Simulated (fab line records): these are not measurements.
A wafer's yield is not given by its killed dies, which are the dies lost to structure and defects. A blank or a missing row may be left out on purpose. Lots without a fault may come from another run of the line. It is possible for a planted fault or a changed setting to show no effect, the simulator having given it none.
Matching of chambers    flow gf180mcu    pecvd-02 running GF_V5_CVD_02: 3 sister chambers
The step deposits SiO2 from TEOS, target thk 1450 nm, time 163.28 s. 6 wafers are shown with their chamber, then 12 later ones without.

WAFERS PAIRED WITH THEIR CHAMBERS
wafer   chamber  heaterPowerW (W)
L090.4  1        724
L090.5  0        633
L090.6  2        478
L092.1  0        744
L092.2  1        598
L092.3  2        595

WAFERS WHOSE CHAMBER IS MISSING
wafer   heaterPowerW (W)
L092.4  491
L092.5  688
L092.6  618
L093.1  683
L093.3  548
L093.5  612
L094.2  773
L094.4  611
L094.5  684
L097.1  644
L097.3  702
L097.4  492

WHICH CHAMBER EACH ONE RAN IN
wafer   from the rows above           in truth
L092.4  can't be placed: 2 or 1 or 0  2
L092.5  can't be placed: 0 or 1 or 2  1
L092.6  can't be placed: 1 or 0 or 2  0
L093.1  can't be placed: 0 or 1 or 2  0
L093.3  can't be placed: 2 or 1 or 0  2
L093.5  can't be placed: 1 or 2 or 0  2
L094.2  can't be placed: 0 or 1 or 2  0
L094.4  can't be placed: 1 or 2 or 0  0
L094.5  can't be placed: 0 or 1 or 2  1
L097.1  can't be placed: 1 or 0 or 2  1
L097.3  can't be placed: 0 or 1 or 2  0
L097.4  can't be placed: 2 or 1 or 0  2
Correctly placed: 0 of 12. Not placeable from these rows: 12 (in 12, the candidates include the true chamber). Wrongly placed: 0.
How it was worked out, from the rows above alone: a wafer's distance from a chamber is the root of the sum, over the readings, of the square of ((its reading less the chamber's mean) divided by the reading's scatter). The wafer belongs to the nearest chamber; if the next one is less than 2 further off, it can't be placed. A chamber's mean is the mean of its shown wafers. How the scatter is found: for the shown wafers, subtract from each reading the mean of its chamber, square and add these, divide the total by (wafers less chambers), then take the root.
